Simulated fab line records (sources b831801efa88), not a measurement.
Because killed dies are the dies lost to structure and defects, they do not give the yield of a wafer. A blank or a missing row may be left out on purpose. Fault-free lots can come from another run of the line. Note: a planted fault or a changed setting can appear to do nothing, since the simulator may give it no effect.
Matching of chambers -- flow gf180mcu -- GF_V5_CMP_26 on cmp-01: 4 sister chambers
The step polishes, stops on SiO2, t overpolish 15 s, target thk 0 nm. 14 wafers are shown with their chamber, then 7 later ones without.

== WAFERS, EACH WITH ITS CHAMBER ==
wafer,chamber,platen_rpm (rpm),retaining_ring_pressure_frac,overpolish_run_s (s)
L159.3,2,59.99,1.000,15.002
L159.4,3,60.03,1.001,15.012
L159.5,2,59.99,0.995,14.999
L161.1,0,60.03,0.999,14.997
L161.2,1,60.01,0.988,15.010
L161.3,2,60.02,0.989,15.012
L163.1,2,60.02,0.997,14.991
L163.3,3,59.98,1.002,15.007
L163.6,0,60.06,0.998,14.979
L164.2,3,59.94,1.004,15.001
L164.4,2,60.01,1.007,14.997
L164.5,1,59.97,0.992,14.991
L167.3,1,59.99,1.000,15.006
L167.4,3,59.99,0.999,14.999

SIGNATURES (means of the wafers above)
reading,chamber 0,chamber 1,chamber 2,chamber 3,scatter within a chamber
platen_rpm,60.0450,59.9900,60.0060,59.9850,0.025
retaining_ring_pressure_frac,0.99850,0.99333,0.99760,1.00150,0.00513
overpolish_run_s,14.98800,15.00233,15.00020,15.00475,0.0084
Rule: distance of a wafer from a chamber = root of the sum over the readings of ((wafer's reading minus chamber's mean) / reading's scatter) squared. The wafer belongs to the nearest chamber; if the next one is less than 2 further off, it can't be placed. The scatter: take each reading less its chamber's mean, square it, sum over the shown wafers, divide by the number of wafers less the number of chambers, and take the root.

== WAFERS WITHOUT THEIR CHAMBER ==
wafer,platen_rpm (rpm),retaining_ring_pressure_frac,overpolish_run_s (s)
L167.5,60.00,1.002,15.001
L171.1,59.97,0.999,14.997
L171.2,60.01,1.004,14.990
L171.4,59.99,1.008,15.011
L177.2,60.00,1.005,15.009
L177.4,59.99,1.014,15.006
L177.6,60.06,1.001,15.003

== WHICH CHAMBER EACH WENT THROUGH ==
wafer,from the rows above,in truth
L167.5,can't be placed: 3 or 2 or 1 or 0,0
L171.1,can't be placed: 3 or 1 or 2 or 0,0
L171.2,can't be placed: 2 or 0 or 3 or 1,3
L171.4,can't be placed: 3 or 2 or 1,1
L177.2,can't be placed: 3 or 2 or 1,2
L177.4,can't be placed: 3 or 2 or 1 or 0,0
L177.6,can't be placed: 0 or 2 or 3 or 1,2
Correctly placed: 0 of 7. From these rows, 7 cannot be placed; in 7 the true chamber is one of the candidates. Placed wrongly: 0.
